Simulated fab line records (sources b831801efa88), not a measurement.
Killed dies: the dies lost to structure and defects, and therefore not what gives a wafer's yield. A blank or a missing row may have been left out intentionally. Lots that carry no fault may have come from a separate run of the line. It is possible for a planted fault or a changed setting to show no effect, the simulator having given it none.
fab line records    flow sky130    part 1 of 2: steps 1 to 31 of 42
record lots=5  wafers=15  last_day=48
route steps=708 shown LDD_P@259 LDD_HVN@267 LDD_HVP@278 LDD_LDN@289
lots that met no fault: from a run of the same line without faults
start_h: hours from the record's first day to the start of the lot's first wafer shown    wait_h: how many hours have passed since the lot's step before this one    " unchanged from the row above    L1.1+2: several wafers, shown together as one row    - no value, or no start given    * or withheld: withheld    < > ~ a bound
route shown NAME@n: a module of which the file shows steps, and the number in the route of the first    usual: the fault-free wafers' mean and standard deviation    same: alike in all rows    chamber/n: place in a boat    sites: the reading at each site    _std_site: the standard deviation of these    _edge_site: outer sites' mean less inner sites'    radius_mm: how far each site lies from the wafer's centre    mask NAME#n: copy n    behind: the last tool/chamber to shape the wafer    hold: what put the lot on hold/how long, in hours/how the hold closed    device: the transistor (n, p or np) that didn't switch    end of line: the same wafers' tests at the end of the route    step lacking rows: just its recipe    killed: not the wafer's yield, but the dies lost to structure and defects at the first sort    map: a wafer's dies, x killed, . not, _ none there
set.NAME: the setting the step ran with; set.NAME@STEP: the setting that earlier step ran with    model.NAME: the simulator's own value behind a step, which no gauge read
certain route steps with their lots: each step a table, each wafer a row
services: a tool's chamber out of use, with start hour (start_h, from the record's first day; less than 0 if before it), hours out, and reason
## steps
# step SKY_LDD_P_EXPOSE_04
# recipe mask_id=PSDM  na=0.6  source_shape=conventional  sigma_outer=0.6  polarization=unpolarized  target_cd_nm=380  dose_mj=138
# usual stage_vel_mm_s=499.97/0.26
lot.wafer  tool              chamber  start_h  wait_h  mask    stage_vel_mm_s
L081.2     iline_stepper-01  0        -        -       PSDM#0  499.82
L081.3     "                 0        "        "       PSDM#0  499.81
L081.6     "                 0        "        "       PSDM#0  499.89
L085.4     iline_stepper-02  0        -        -       PSDM#0  499.78
L085.5     "                 0        "        "       PSDM#0  500.19
L085.6     "                 0        "        "       PSDM#0  500.54
L086.3     iline_stepper-01  0        -        -       PSDM#0  500.08
L086.4     "                 0        "        "       PSDM#0  500.25
L086.5     "                 0        "        "       PSDM#0  500.26
L087.1     iline_stepper-01  0        -        -       PSDM#0  500.07
L087.2     "                 0        "        "       PSDM#0  500.41
L087.5     "                 0        "        "       PSDM#0  499.84
L088.1     iline_stepper-02  0        -        -       PSDM#0  500.24
L088.4     "                 0        "        "       PSDM#0  500.07
L088.6     "                 0        "        "       PSDM#0  500.48
# step SKY_LDD_P_PEB_05
# recipe temp_c=withheld  time_s=*  resist=NOVOLAK
lot.wafer   tool            chamber  start_h  wait_h
L081.2+3+6  litho_track-02  0        -        -
L085.4+5+6  litho_track-04  0        -        -
L086.3+4+5  litho_track-04  0        -        -
L087.1+2+5  litho_track-02  0        -        -
L088.1+4+6  litho_track-04  0        -        -
# step SKY_LDD_P_DEVELOP_06
# recipe resist=NOVOLAK  developer=TMAH  develop_time_s=60  dev_temp_c=23
lot.wafer   tool            chamber  start_h  wait_h
L081.2+3+6  litho_track-02  0        496.17   0.1
L085.4+5+6  litho_track-04  0        530.74   0.1
L086.3+4+5  litho_track-04  0        542.17   0.1
L087.1+2+5  litho_track-02  0        551.39   0.1
L088.1+4+6  litho_track-04  0        559.02   0.1
# step SKY_LDD_P_CD_MEAS_07
# recipe target_cd_nm=380
# usual cd_nm=379.3/2.1
lot.wafer  tool       chamber  start_h  wait_h  cd_nm
L081.2     cd_sem-01  -        496.31   0.1     374.4
L081.3     "          -        "        "       375.1
L081.6     "          -        "        "       376.0
L085.4     cd_sem-02  -        530.88   0.1     380.3
L085.5     "          -        "        "       380.2
L085.6     "          -        "        "       379.0
L086.3     cd_sem-02  -        542.31   0.1     381.4
L086.4     "          -        "        "       382.1
L086.5     "          -        "        "       381.2
L087.1     cd_sem-02  -        551.54   0.1     380.0
L087.2     "          -        "        "       380.4
L087.5     "          -        "        "       380.6
L088.1     cd_sem-02  -        559.17   0.1     375.7
L088.4     "          -        "        "       374.8
L088.6     "          -        "        "       377.8
# step SKY_LDD_P_OVL_MEAS_08
# usual LDD_P_OVL=-0.4/1.4
lot.wafer  tool        chamber  start_h  wait_h  LDD_P_OVL[nm]
L081.2     overlay-02  -        496.42   0.1     -0.4
L081.3     "           -        "        "       -3.8
L081.6     "           -        "        "       -2.5
L085.4     overlay-01  -        530.96   0.1     -0.3
L085.5     "           -        "        "       1.0
L085.6     "           -        "        "       -1.0
L086.3     overlay-01  -        542.40   0.1     -0.3
L086.4     "           -        "        "       1.7
L086.5     "           -        "        "       -1.2
L087.1     overlay-01  -        551.66   0.1     0.6
L087.2     "           -        "        "       1.0
L087.5     "           -        "        "       0.3
L088.1     overlay-01  -        559.29   0.1     0.3
L088.4     "           -        "        "       -1.2
L088.6     "           -        "        "       -0.6
# step SKY_LDD_P_IMPLANT_09
# recipe species=BF2  energy_kev=25  dose_cm2=1e+13  tilt_deg=withheld
# usual beam_energy_keV=25.000/0.0076  faraday_current_uA=56.4/1.1
lot.wafer  tool          chamber  start_h  wait_h  beam_energy_keV  faraday_current_uA
L081.2     implanter-01  0        496.47   0.0     24.993           54.0
L081.3     "             0        "        "       25.004           57.0
L081.6     "             0        "        "       24.993           55.6
L085.4     implanter-01  0        531.05   0.1     25.001           57.9
L085.5     "             0        "        "       25.006           54.8
L085.6     "             0        "        "       24.997           54.6
L086.3     implanter-01  0        542.48   0.1     25.001           54.1
L086.4     "             0        "        "       25.006           57.8
L086.5     "             0        "        "       24.997           56.0
L087.1     implanter-01  0        551.70   0.0     25.004           57.7
L087.2     "             0        "        "       24.997           59.6
L087.5     "             0        "        "       24.997           57.1
L088.1     implanter-01  0        559.32   0.0     25.008           56.2
L088.4     "             0        "        "       25.004           55.4
L088.6     "             0        "        "       24.998           55.3
# step SKY_LDD_P_STRIP_10
# recipe chemistry=O2/N2  power_w=1400  pressure_mtorr=1500  platen_temp_c=withheld  o2_flow_sccm=3000  n2_flow_sccm=300  overash_fraction=0.5
# usual drypump_motor_current_A=5.7/0.49  oes_product_au=0.715/0.0046  strip_time_to_endpoint_s=14.20/0.033
# same overash_fraction=0.5
lot.wafer  tool             chamber  start_h  wait_h  drypump_motor_current_A  oes_product_au  rf_hours_counter_h  strip_time_to_endpoint_s
L081.2     plasma_asher-03  0        496.60   0.1     6.1                      0.712           78                  14.22
L081.3     "                1        "        "       6.4                      0.710           -                   14.22
L081.6     "                0        "        "       6.1                      0.719           -                   14.18
L085.4     plasma_asher-04  1        531.16   0.1     5.4                      0.709           -                   14.20
L085.5     "                0        "        "       5.0                      0.721           -                   14.21
L085.6     "                1        "        "       5.5                      0.712           -                   14.23
L086.3     plasma_asher-02  1        542.61   0.1     5.6                      0.724           -                   14.16
L086.4     "                0        "        "       5.6                      0.716           -                   14.17
L086.5     "                0        "        "       5.6                      0.719           -                   14.17
L087.1     plasma_asher-03  1        551.85   0.1     6.5                      0.712           82                  14.24
L087.2     "                0        "        "       6.1                      0.714           82                  14.20
L087.5     "                0        "        "       6.1                      0.724           -                   14.18
L088.1     plasma_asher-04  0        559.47   0.1     5.0                      0.725           78                  14.21
L088.4     "                0        "        "       5.0                      0.715           -                   14.18
L088.6     "                1        "        "       5.4                      0.717           -                   14.19
# step SKY_LDD_P_TW_MEAS_11
# usual LDD_P_TW=633/5.8
lot.wafer  tool           chamber  start_h  wait_h  LDD_P_TW
L081.2     film_metro-04  -        496.71   0.1     632
L081.3     "              -        "        "       631
L081.6     "              -        "        "       636
L085.4     film_metro-04  -        531.26   0.1     638
L085.5     "              -        "        "       639
L085.6     "              -        "        "       636
L086.3     film_metro-03  -        542.70   0.1     637
L086.4     "              -        "        "       636
L086.5     "              -        "        "       637
L087.1     film_metro-04  -        551.95   0.1     639
L087.2     "              -        "        "       640
L087.5     "              -        "        "       640
L088.1     film_metro-04  -        559.57   0.1     637
L088.4     "              -        "        "       635
L088.6     "              -        "        "       634
# step SKY_LDD_HVN_DEHYDRATE_00
# recipe temp_c=200  time_s=60
lot.wafer   tool            chamber  start_h  wait_h
L081.2+3+6  litho_track-01  0        511.32   14.6
L085.4+5+6  litho_track-04  0        545.44   14.2
L086.3+4+5  litho_track-03  0        556.99   14.3
L087.1+2+5  litho_track-03  0        566.84   14.9
L088.1+4+6  litho_track-03  0        573.39   13.8
# step SKY_LDD_HVN_HMDS_01
# recipe prime_time_s=60  prime_temp_c=120
lot.wafer   tool            chamber  start_h  wait_h
L081.2+3+6  litho_track-01  0        511.47   0.1
L085.4+5+6  litho_track-04  0        545.59   0.1
L086.3+4+5  litho_track-03  0        557.14   0.1
L087.1+2+5  litho_track-03  0        566.99   0.1
L088.1+4+6  litho_track-03  0        573.54   0.1
# step SKY_LDD_HVN_COAT_02
# recipe resist=NOVOLAK  spin_rpm=3000  resist_thk_nm=300
lot.wafer   tool            chamber  start_h  wait_h
L081.2+3+6  litho_track-01  0        511.62   0.1
L085.4+5+6  litho_track-04  0        545.74   0.1
L086.3+4+5  litho_track-03  0        557.29   0.1
L087.1+2+5  litho_track-03  0        567.14   0.1
L088.1+4+6  litho_track-03  0        573.69   0.1
# step SKY_LDD_HVN_SOFTBAKE_03
# recipe temp_c=90  time_s=60  resist=NOVOLAK
lot.wafer   tool            chamber  start_h  wait_h
L081.2+3+6  litho_track-01  0        511.77   0.1
L085.4+5+6  litho_track-04  0        545.89   0.1
L086.3+4+5  litho_track-03  0        557.44   0.1
L087.1+2+5  litho_track-03  0        567.29   0.1
L088.1+4+6  litho_track-03  0        573.84   0.1
# step SKY_LDD_HVN_EXPOSE_04
# recipe mask_id=HVNTM  na=0.6  source_shape=conventional  sigma_outer=0.6  polarization=unpolarized  target_cd_nm=700  dose_mj=127
# usual stage_vel_mm_s=499.99/0.24
lot.wafer  tool              chamber  start_h  wait_h  mask     stage_vel_mm_s
L081.2     iline_stepper-02  0        -        -       HVNTM#0  499.76
L081.3     "                 0        "        "       HVNTM#0  499.90
L081.6     "                 0        "        "       HVNTM#0  500.10
L085.4     iline_stepper-02  0        -        -       HVNTM#0  499.92
L085.5     "                 0        "        "       HVNTM#0  500.27
L085.6     "                 0        "        "       HVNTM#0  499.87
L086.3     iline_stepper-02  0        -        -       HVNTM#0  500.09
L086.4     "                 0        "        "       HVNTM#0  499.78
L086.5     "                 0        "        "       HVNTM#0  500.06
L087.1     iline_stepper-01  0        -        -       HVNTM#0  500.45
L087.2     "                 0        "        "       HVNTM#0  500.20
L087.5     "                 0        "        "       HVNTM#0  500.09
L088.1     iline_stepper-01  0        -        -       HVNTM#0  500.33
L088.4     "                 0        "        "       HVNTM#0  500.07
L088.6     "                 0        "        "       HVNTM#0  500.36
# step SKY_LDD_HVN_PEB_05
# recipe temp_c=withheld  time_s=*  resist=NOVOLAK
lot.wafer   tool            chamber  start_h  wait_h
L081.2+3+6  litho_track-03  0        -        -
L085.4+5+6  litho_track-01  0        -        -
L086.3+4+5  litho_track-01  0        -        -
L087.1+2+5  litho_track-04  0        -        -
L088.1+4+6  litho_track-03  0        -        -
# step SKY_LDD_HVN_DEVELOP_06
# recipe resist=NOVOLAK  developer=TMAH  develop_time_s=60  dev_temp_c=23
lot.wafer   tool            chamber  start_h  wait_h
L081.2+3+6  litho_track-03  0        526.76   0.1
L085.4+5+6  litho_track-01  0        561.07   0.1
L086.3+4+5  litho_track-01  0        571.64   0.1
L087.1+2+5  litho_track-04  0        581.27   0.1
L088.1+4+6  litho_track-03  0        588.64   0.1
# step SKY_LDD_HVN_OVL_MEAS_07
# usual LDD_HVN_OVL=1.1/1.3
lot.wafer  tool        chamber  start_h  wait_h  LDD_HVN_OVL[nm]
L081.2     overlay-01  -        526.89   0.1     1.3
L081.3     "           -        "        "       1.8
L081.6     "           -        "        "       2.3
L085.4     overlay-02  -        561.16   0.1     0.2
L085.5     "           -        "        "       1.9
L085.6     "           -        "        "       0.1
L086.3     overlay-01  -        571.76   0.1     3.6
L086.4     "           -        "        "       2.1
L086.5     "           -        "        "       2.0
L087.1     overlay-01  -        581.42   0.1     -0.4
L087.2     "           -        "        "       0.6
L087.5     "           -        "        "       2.3
L088.1     overlay-01  -        588.79   0.1     0.7
L088.4     "           -        "        "       0.9
L088.6     "           -        "        "       0.0
# step SKY_LDD_HVN_IMPLANT_08
# recipe species=P  energy_kev=60.33  dose_cm2=3e+13  tilt_deg=40
# usual beam_energy_keV=60.331/0.021  faraday_current_uA=169/3.4
lot.wafer  tool          chamber  start_h  wait_h  beam_energy_keV  faraday_current_uA
L081.2     implanter-02  0        526.95   0.0     60.339           164
L081.3     "             0        "        "       60.341           169
L081.6     "             0        "        "       60.337           170
L085.4     implanter-04  0        561.26   0.1     60.355           173
L085.5     "             0        "        "       60.352           168
L085.6     "             0        "        "       60.322           168
L086.3     implanter-02  0        571.83   0.1     60.361           168
L086.4     "             0        "        "       60.349           167
L086.5     "             0        "        "       60.329           171
L087.1     implanter-04  0        581.45   0.0     60.319           167
L087.2     "             0        "        "       60.300           174
L087.5     "             0        "        "       60.327           171
L088.1     implanter-03  0        588.82   0.0     60.324           164
L088.4     "             0        "        "       60.342           168
L088.6     "             0        "        "       60.347           170
# step SKY_LDD_HVN_STRIP_09
# recipe chemistry=O2/N2  power_w=1400  pressure_mtorr=1500  platen_temp_c=withheld  o2_flow_sccm=3000  n2_flow_sccm=300  overash_fraction=0.5
# usual drypump_motor_current_A=5.8/0.5  oes_product_au=0.409/0.0049  strip_time_to_endpoint_s=4.142/0.014
# same overash_fraction=0.5
lot.wafer  tool             chamber  start_h  wait_h  drypump_motor_current_A  oes_product_au  rf_hours_counter_h  strip_time_to_endpoint_s
L081.2     plasma_asher-01  0        527.07   0.1     5.8                      0.414           44                  4.129
L081.3     "                1        "        "       5.9                      0.399           -                   4.131
L081.6     "                1        "        "       5.9                      0.402           -                   4.145
L085.4     plasma_asher-03  0        561.36   0.1     6.0                      0.406           -                   4.141
L085.5     "                0        "        "       6.1                      0.405           -                   4.137
L085.6     "                1        "        "       6.5                      0.409           -                   4.155
L086.3     plasma_asher-04  0        571.96   0.1     5.0                      0.413           -                   4.166
L086.4     "                1        "        "       5.4                      0.406           -                   4.144
L086.5     "                0        "        "       5.0                      0.409           -                   4.153
L087.1     plasma_asher-04  1        581.60   0.1     5.4                      0.406           80                  4.147
L087.2     "                0        "        "       5.0                      0.401           80                  4.136
L087.5     "                1        "        "       5.4                      0.412           -                   4.128
L088.1     plasma_asher-04  1        588.97   0.1     5.4                      0.408           81                  4.153
L088.4     "                1        "        "       5.4                      0.406           -                   4.153
L088.6     "                0        "        "       5.0                      0.417           -                   4.153
# step SKY_LDD_HVN_TW_MEAS_10
# usual LDD_HVN_TW=1432/17
lot.wafer  tool           chamber  start_h  wait_h  LDD_HVN_TW
L081.2     film_metro-04  -        527.18   0.1     1447
L081.3     "              -        "        "       1442
L081.6     "              -        "        "       1444
L085.4     film_metro-01  -        561.46   0.1     1445
L085.5     "              -        "        "       1445
L085.6     "              -        "        "       1452
L086.3     film_metro-01  -        572.05   0.1     1440
L086.4     "              -        "        "       1451
L086.5     "              -        "        "       1445
L087.1     film_metro-04  -        581.70   0.1     1454
L087.2     "              -        "        "       1461
L087.5     "              -        "        "       1446
L088.1     film_metro-02  -        589.07   0.1     1417
L088.4     "              -        "        "       1411
L088.6     "              -        "        "       1418
# step SKY_LDD_HVP_DEHYDRATE_00
# recipe temp_c=200  time_s=60
lot.wafer   tool            chamber  start_h  wait_h
L081.2+3+6  litho_track-01  0        541.17   14.0
L085.4+5+6  litho_track-02  0        575.57   14.1
L086.3+4+5  litho_track-04  0        586.82   14.8
L087.1+2+5  litho_track-04  0        595.87   14.2
L088.1+4+6  litho_track-01  0        602.84   13.8
# step SKY_LDD_HVP_HMDS_01
# recipe prime_time_s=60  prime_temp_c=120
lot.wafer   tool            chamber  start_h  wait_h
L081.2+3+6  litho_track-01  0        541.32   0.1
L085.4+5+6  litho_track-02  0        575.72   0.1
L086.3+4+5  litho_track-04  0        586.97   0.1
L087.1+2+5  litho_track-04  0        596.02   0.1
L088.1+4+6  litho_track-01  0        602.99   0.1
# step SKY_LDD_HVP_COAT_02
# recipe resist=NOVOLAK  spin_rpm=3000  resist_thk_nm=300
lot.wafer   tool            chamber  start_h  wait_h
L081.2+3+6  litho_track-01  0        541.47   0.1
L085.4+5+6  litho_track-02  0        575.87   0.1
L086.3+4+5  litho_track-04  0        587.12   0.1
L087.1+2+5  litho_track-04  0        596.17   0.1
L088.1+4+6  litho_track-01  0        603.14   0.1
# step SKY_LDD_HVP_SOFTBAKE_03
# recipe temp_c=90  time_s=60  resist=NOVOLAK
lot.wafer   tool            chamber  start_h  wait_h
L081.2+3+6  litho_track-01  0        541.62   0.1
L085.4+5+6  litho_track-02  0        576.02   0.1
L086.3+4+5  litho_track-04  0        587.27   0.1
L087.1+2+5  litho_track-04  0        596.32   0.1
L088.1+4+6  litho_track-01  0        603.29   0.1
# step SKY_LDD_HVP_EXPOSE_04
# recipe mask_id=HVPTM  na=0.6  source_shape=conventional  sigma_outer=0.6  polarization=unpolarized  target_cd_nm=700  dose_mj=86
# usual stage_vel_mm_s=500.02/0.24
lot.wafer  tool              chamber  start_h  wait_h  mask     stage_vel_mm_s
L081.2     iline_stepper-01  0        -        -       HVPTM#0  500.09
L081.3     "                 0        "        "       HVPTM#0  499.65
L081.6     "                 0        "        "       HVPTM#0  500.21
L085.4     iline_stepper-01  0        -        -       HVPTM#0  500.12
L085.5     "                 0        "        "       HVPTM#0  500.35
L085.6     "                 0        "        "       HVPTM#0  500.18
L086.3     iline_stepper-01  0        -        -       HVPTM#0  500.19
L086.4     "                 0        "        "       HVPTM#0  500.26
L086.5     "                 0        "        "       HVPTM#0  499.97
L087.1     iline_stepper-02  0        -        -       HVPTM#0  500.12
L087.2     "                 0        "        "       HVPTM#0  500.56
L087.5     "                 0        "        "       HVPTM#0  499.77
L088.1     iline_stepper-02  0        -        -       HVPTM#0  500.11
L088.4     "                 0        "        "       HVPTM#0  500.48
L088.6     "                 0        "        "       HVPTM#0  500.26
# step SKY_LDD_HVP_PEB_05
# recipe temp_c=withheld  time_s=*  resist=NOVOLAK
lot.wafer   tool            chamber  start_h  wait_h
L081.2+3+6  litho_track-04  0        -        -
L085.4+5+6  litho_track-02  0        -        -
L086.3+4+5  litho_track-04  0        -        -
L087.1+2+5  litho_track-02  0        -        -
L088.1+4+6  litho_track-01  0        -        -
# step SKY_LDD_HVP_DEVELOP_06
# recipe resist=NOVOLAK  developer=TMAH  develop_time_s=60  dev_temp_c=23
lot.wafer   tool            chamber  start_h  wait_h
L081.2+3+6  litho_track-04  0        556.44   0.1
L085.4+5+6  litho_track-02  0        591.42   0.1
L086.3+4+5  litho_track-04  0        601.72   0.1
L087.1+2+5  litho_track-02  0        610.39   0.1
L088.1+4+6  litho_track-01  0        617.74   0.1
# step SKY_LDD_HVP_OVL_MEAS_07
# usual LDD_HVP_OVL=-0.1/1.3
lot.wafer  tool        chamber  start_h  wait_h  LDD_HVP_OVL[nm]
L081.2     overlay-01  -        556.58   0.1     1.7
L081.3     "           -        "        "       3.0
L081.6     "           -        "        "       2.0
L085.4     overlay-01  -        591.51   0.1     2.2
L085.5     "           -        "        "       -0.2
L085.6     "           -        "        "       -0.6
L086.3     overlay-01  -        601.83   0.1     -1.6
L086.4     "           -        "        "       -1.2
L086.5     "           -        "        "       -0.4
L087.1     overlay-02  -        610.54   0.1     -1.2
L087.2     "           -        "        "       -0.5
L087.5     "           -        "        "       -1.2
L088.1     overlay-01  -        617.89   0.1     -1.0
L088.4     "           -        "        "       0.8
L088.6     "           -        "        "       -0.3
# step SKY_LDD_HVP_IMPLANT_08
# recipe species=B  energy_kev=20  dose_cm2=1.7e+13  tilt_deg=17.9
# usual beam_energy_keV=20.000/0.0057  faraday_current_uA=95.8/2
lot.wafer  tool          chamber  start_h  wait_h  beam_energy_keV  faraday_current_uA
L081.2     implanter-04  0        556.63   0.0     20.000           100.2
L081.3     "             0        "        "       19.996           96.4
L081.6     "             0        "        "       19.996           94.9
L085.4     implanter-04  0        591.60   0.1     20.004           94.4
L085.5     "             0        "        "       19.999           93.3
L085.6     "             0        "        "       20.009           94.8
L086.3     implanter-02  0        601.90   0.1     19.999           96.5
L086.4     "             0        "        "       20.001           92.7
L086.5     "             0        "        "       19.999           95.8
L087.1     implanter-01  0        610.58   0.0     19.998           94.3
L087.2     "             0        "        "       20.004           98.6
L087.5     "             0        "        "       19.993           93.8
L088.1     implanter-01  0        617.93   0.0     19.996           96.4
L088.4     "             0        "        "       19.997           92.8
L088.6     "             0        "        "       20.001           95.3
# step SKY_LDD_HVP_STRIP_09
# recipe chemistry=O2/N2  power_w=1400  pressure_mtorr=1500  platen_temp_c=withheld  o2_flow_sccm=3000  n2_flow_sccm=300  overash_fraction=0.5
# usual drypump_motor_current_A=5.90/0.3  oes_product_au=0.408/0.0047  strip_time_to_endpoint_s=4.135/0.016
# same overash_fraction=0.5
lot.wafer  tool             chamber  start_h  wait_h  drypump_motor_current_A  oes_product_au  rf_hours_counter_h  strip_time_to_endpoint_s
L081.2     plasma_asher-02  0        556.76   0.1     5.52                     0.412           7                   4.129
L081.3     "                0        "        "       5.51                     0.412           -                   4.120
L081.6     "                0        "        "       5.52                     0.408           -                   4.118
L085.4     plasma_asher-02  0        591.71   0.1     5.50                     0.407           -                   4.133
L085.5     "                0        "        "       5.51                     0.410           -                   4.121
L085.6     "                1        "        "       5.55                     0.406           -                   4.116
L086.3     plasma_asher-01  0        602.04   0.1     5.75                     0.407           -                   4.130
L086.4     "                1        "        "       5.88                     0.401           -                   4.135
L086.5     "                1        "        "       5.89                     0.415           -                   4.148
L087.1     plasma_asher-02  1        610.73   0.1     5.54                     0.412           12                  4.163
L087.2     "                0        "        "       5.57                     0.407           12                  4.157
L087.5     "                0        "        "       5.53                     0.399           -                   4.177
L088.1     plasma_asher-02  1        618.08   0.1     5.58                     0.407           13                  4.164
L088.4     "                0        "        "       5.51                     0.407           -                   4.138
L088.6     "                0        "        "       5.51                     0.410           -                   4.143
# step SKY_LDD_HVP_TW_MEAS_10
# usual LDD_HVP_TW=455/4.5
lot.wafer  tool           chamber  start_h  wait_h  LDD_HVP_TW
L081.2     film_metro-03  -        556.87   0.1     455
L081.3     "              -        "        "       454
L081.6     "              -        "        "       453
L085.4     film_metro-03  -        591.81   0.1     455
L085.5     "              -        "        "       452
L085.6     "              -        "        "       453
L086.3     film_metro-03  -        602.12   0.1     458
L086.4     "              -        "        "       457
L086.5     "              -        "        "       456
L087.1     film_metro-01  -        610.83   0.1     462
L087.2     "              -        "        "       463
L087.5     "              -        "        "       463
L088.1     film_metro-03  -        618.18   0.1     456
L088.4     "              -        "        "       459
L088.6     "              -        "        "       459
# step SKY_LDD_LDN_DEHYDRATE_00
# recipe temp_c=200  time_s=60
lot.wafer   tool            chamber  start_h  wait_h
L081.2+3+6  litho_track-01  0        570.87   14.0
L085.4+5+6  litho_track-01  0        605.97   14.2
L086.3+4+5  litho_track-03  0        616.89   14.8
L087.1+2+5  litho_track-03  0        625.29   14.4
L088.1+4+6  litho_track-02  0        632.14   14.0
